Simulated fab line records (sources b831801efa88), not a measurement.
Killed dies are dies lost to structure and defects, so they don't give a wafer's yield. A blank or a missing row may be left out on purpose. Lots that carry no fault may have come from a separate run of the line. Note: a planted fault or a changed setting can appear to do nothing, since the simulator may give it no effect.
2 desks looking at one fault / flow sfqLine / numbers are kept per desk, each desk with only its own; the story behind them comes last

## AT THE TOOL OWNER'S DESK: lithoTrack-03
The tool's own readings at SFQ_TRILAYER_C5_LITHO_DEVELOP_153 (time 60 s): means of the sampled wafers that have a number, for each lot that ran on this tool. If a lot's mean is further than 4 standard deviations from the usual mean, the lot is out of limits and carries the mark OUT (the distance appears in the brackets).
Columns: A = chillPlateTempC at SFQ_TRILAYER_C5_LITHO_DEVELOP_153, usual 23.00 C; B = exhaustPa at SFQ_TRILAYER_C5_LITHO_DEVELOP_153, usual 45.0 Pa
lot=L643; first seen here=day 71 15:16; A=23.03; B=44.7
lot=L646; first seen here=day 71 19:41; A=23.03; B=44.8
lot=L647; first seen here=day 71 20:50; A=22.99; B=44.4
lot=L648; first seen here=day 71 23:07; A=22.81; B=44.9
lot=L659; first seen here=day 80 20:07; A=23.02; B=44.2
This desk's finding: nothing out of limits on any of the 5 lots.

## METROLOGY DESK
Means of the sampled wafers that have a number, per lot and without regard to the tool the lot ran on: this is what the gauges read. If a lot's mean is further than 4 standard deviations from the usual mean, the lot is out of limits and carries the mark OUT (the distance appears in the brackets).
Columns: A = R5_MONX_RS at SFQ_R5_RS_MEAS_933, usual 7.05 ohm/sq; B = I5_OVL at SFQ_I5_OVL_MEAS_936, usual 1 nm
lot=L637; first seen here=day 60 10:31; A=7.11; B=3
lot=L639; first seen here=day 60 22:34; A=6.99; B=-3
lot=L641; first seen here=day 61 01:31; A=7.06; B=-2
lot=L643; first seen here=day 65 13:25; A=7.01; B=1
lot=L646; first seen here=day 66 05:04; A=7.02; B=1
lot=L647; first seen here=day 66 08:01; A=7.03; B=-1
lot=L648; first seen here=day 66 11:11; A=7.03; B=-2
lot=L650; first seen here=day 66 17:08; A=7.01; B=3
lot=L653; first seen here=day 67 09:07; A=7.10; B=4
lot=L654; first seen here=day 67 11:31; A=7.04; B=6
lot=L655; first seen here=day 69 07:55; A=7.03; B=7
lot=L658; first seen here=day 71 03:07; A=7.11; B=2
lot=L659; first seen here=day 71 05:16; A=7.08; B=-1
lot=L660; first seen here=day 75 14:58; A=7.01; B=2
This desk's finding: nothing out of limits on any of the 14 lots.

## TAKEN TOGETHER
The tool owner's desk saw nothing out of limits.
At the metrology desk, nothing out of limits was observed.

## WHAT THE SIMULATOR HAD INSERTED
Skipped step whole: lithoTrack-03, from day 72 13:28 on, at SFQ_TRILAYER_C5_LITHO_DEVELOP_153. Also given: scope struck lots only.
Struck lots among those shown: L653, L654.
